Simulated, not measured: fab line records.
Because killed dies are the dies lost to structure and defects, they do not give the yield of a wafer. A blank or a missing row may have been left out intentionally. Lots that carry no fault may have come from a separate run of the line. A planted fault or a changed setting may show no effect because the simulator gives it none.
Struck lot and sound lot, side by side | flow sky130 | 14 steps out of a route of 708
Sound: the wafers L646.1, L646.2, L646.6. The struck wafers were L653.1, L653.4, L653.6. Last of all comes the cause.
Order at every step that has rows: each side's tool, ch and its chambers, its first start. Under that, the readings that differ: sound wafers | struck wafers | difference of the means | sigmas: that difference in standard deviations of wafers without a fault.
alike: readings whose means differ by less than 2 such deviations, and words and numbers that are the same on both sides. not compared: withheld readings, readings that some wafer has no value for, bounds like >300 that may hide the same value, and numbers for which the record gives no deviation and whose values overlap.
Wherever a step has rows on one side only, a row that says differs or no value, or a row with sigmas, the two part there. When numbers do not overlap yet have no deviation, they are printed without sigmas and do not part them. Lack of a reading on every wafer of one side parts them only where that side has two or more wafers.

SKY_CONTACT_THK_MEAS_01:
  sound: film metro-03 at day 31 06:51; struck: film metro-01 at day 33 08:15
  alike: CONTACT_CVD_00_THK
then, 1 step without rows for these wafers: SKY_CONTACT_HDPCVD_02 (deposits SiO2, target thk 565 nm, time 94.2 s).
SKY_CONTACT_THK_MEAS_03:
  sound: film metro-01 at day 31 06:59; struck: film metro-04 at day 33 08:23
  alike: CONTACT_HDPCVD_THK
SKY_CONTACT_CMP_04: polishes SiO2.
  sound on cmp-01 ch 0,2, day 31 07:05; struck on cmp-02 ch 0,2,3, day 33 08:32
  alike: motor current A, time to endpoint s
SKY_CONTACT_BOW_MEAS_05:
  sound: film metro-04 at day 31 07:20; struck: film metro-04 at day 33 08:44
  alike: CONTACT_BOW
then, 4 steps without rows for these wafers: SKY_CONTACT_DEHYDRATE_06 (time 60 s); SKY_CONTACT_HMDS_07 (prime time 60 s); SKY_CONTACT_COAT_08 (resist thk 60 nm); SKY_CONTACT_COAT_09 (resist thk 450 nm).
SKY_CONTACT_SOFTBAKE_10: time 92.42 s.
  sound on litho track-04 ch 0; struck on litho track-01 ch 0
  alike: plate sensor t centre C, plate sensor t edge C
then, 2 steps without rows for these wafers: SKY_CONTACT_EXPOSE_11 (exposes mask CTM1, target cd 170 nm); SKY_CONTACT_PEB_12.
SKY_CONTACT_DEVELOP_13: develop time 60 s.
  sound on litho track-02 ch 0, day 32 09:00; struck on litho track-02, day 34 11:00
  no value came back on the struck wafers for chill plate temp C (C), develop time s (s), developer temp C (C); on the sound wafers chill plate temp C (C) reads 22.78 23.00 22.94
  reading                                        | sound             | struck            | difference | sigmas
  model.KrF-thick_of_CONTACT_COAT_09.thk nm (nm) | 433.9 435.4 434.9 | 448.5 450.3 448.8 | +14.5      |
SKY_CONTACT_CD_MEAS_14 targets a cd of 170 nm.
  sound: cd sem-01 at day 32 09:50; struck: cd sem-01 at day 34 11:26
  reading    | sound             | struck | difference                    | sigmas
  cd nm (nm) | 168.0 168.3 168.2 | - - -  | no value on the struck wafers |

## WHERE THEY PART
First at SKY_CONTACT_DEVELOP_13; last, within this record, at SKY_CONTACT_CD_MEAS_14.

WHY: what had been put in by the simulator
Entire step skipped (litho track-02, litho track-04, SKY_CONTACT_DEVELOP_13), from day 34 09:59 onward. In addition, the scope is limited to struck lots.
